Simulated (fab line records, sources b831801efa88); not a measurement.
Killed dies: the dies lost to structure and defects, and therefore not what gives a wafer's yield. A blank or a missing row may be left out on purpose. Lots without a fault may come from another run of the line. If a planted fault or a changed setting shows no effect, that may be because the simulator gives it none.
Which tool was responsible? ; flow gf180mcu ; 12 lots (36 wafers sampled), 1 step of a 602-step route

== WHAT THE GAUGES READ, wafer by wafer ==
GF_HV_LDD_CD_MEAS_46: the cd target is 400 nm.
lot;measured;on;cdNm (nm)
L075;day 12 16:45;cdSem-02;402.0 400.7 400.9
L077;day 13 04:53;cdSem-02;401.1 399.3 399.4
L079;day 13 21:47;cdSem-02;396.8 399.4 395.7
L081;day 14 23:59;cdSem-01;400.3 399.6 398.6
L083;day 15 11:16;cdSem-02;398.9 397.1 399.5
L085;day 16 09:14;cdSem-01;397.3 397.9 399.0
L087;day 16 17:00;cdSem-02;397.1 397.1 398.9
L089;day 17 20:53;cdSem-01;401.8 400.8 399.8
L090;day 18 08:23;cdSem-01;402.0 399.9 399.2
L093;day 18 22:44;cdSem-01;404.5 405.7 404.7
L095;day 19 15:05;cdSem-01;399.7 397.0 398.9
L097;day 20 00:26;cdSem-01;396.8 396.0 395.3

== WHICH TOOL RAN EACH LOT (tool, then ch and the chambers of the sampled wafers, then the start) ==
No process step before these readings appears in the record.

== THE ANSWER, worked out from the rows above alone ==
Rule: the lots themselves supply what counts as usual. Put in order of their means at a reading, lots are off if they are a third of the lots or fewer, leave a main group of 4 or more, and stand apart from it by a gap of 3 or more times the standard deviation of the main group's means; of several such gaps the widest counts. If all means in a main group match to the digits the tables above print for the reading, that group is not used. Also off: a lot with no number at a reading for which 4 or more lots have one. All remaining lots with rows at the step are treated as sound.
None of the lots is off at any reading shown; this tells nothing.

== WHAT WAS PUT IN BY THE SIMULATOR ==
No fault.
